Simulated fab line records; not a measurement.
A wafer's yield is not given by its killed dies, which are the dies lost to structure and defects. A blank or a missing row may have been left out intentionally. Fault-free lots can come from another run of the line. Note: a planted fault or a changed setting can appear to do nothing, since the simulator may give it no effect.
Matching of chambers | flow gf180mcu | 4 sister chambers for GF_STI_CMP_25 on cmp-01
The step polishes, stops on Si3N4, t overpolish 33 s, target thk 524.6 nm. 4 wafers are shown with their chamber, then 8 later ones without.

## WAFERS WITH THEIR CHAMBER
wafer  | chamber | motor-current-A (A)
L911.1 | 0       | 14.7
L919.4 | 2       | 10.2
L919.6 | 1       | 9.9
L920.2 | 3       | 11.3

## WAFERS WITH NO CHAMBER GIVEN
wafer  | motor-current-A (A)
L920.4 | 14.1
L920.6 | 10.4
L924.2 | 9.8
L924.3 | 9.7
L924.4 | 10.5
L925.2 | 11.3
L925.4 | 9.7
L925.5 | 13.5

## WHICH CHAMBER EACH WENT THROUGH
wafer  | from the rows above          | in truth
L920.4 | 0                            | 0
L920.6 | can't be placed: 2 or 1 or 3 | 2
L924.2 | can't be placed: 1 or 2      | 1
L924.3 | can't be placed: 1 or 2      | 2
L924.4 | can't be placed: 2 or 1 or 3 | 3
L925.2 | 3                            | 3
L925.4 | can't be placed: 1 or 2      | 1
L925.5 | can't be placed: 0 or 3      | 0
Placed correctly: 2 of 8. Cannot be placed on the basis of these rows: 6; the candidates contain the true chamber in 6. Number placed wrongly: 0.
How it was worked out, from the rows above alone: a wafer's distance from a chamber is the root of the sum, over the readings, of the square of ((its reading less the chamber's mean) divided by the reading's scatter). If the next closest chamber is less than 2 further off than the closest, the wafer can't be placed; otherwise it belongs to the closest. Each chamber's mean is taken over the wafers shown for it. The scatter (one wafer shown for each chamber): square how far every hidden wafer sits from the nearest shown wafer, average those squares and take the square root.
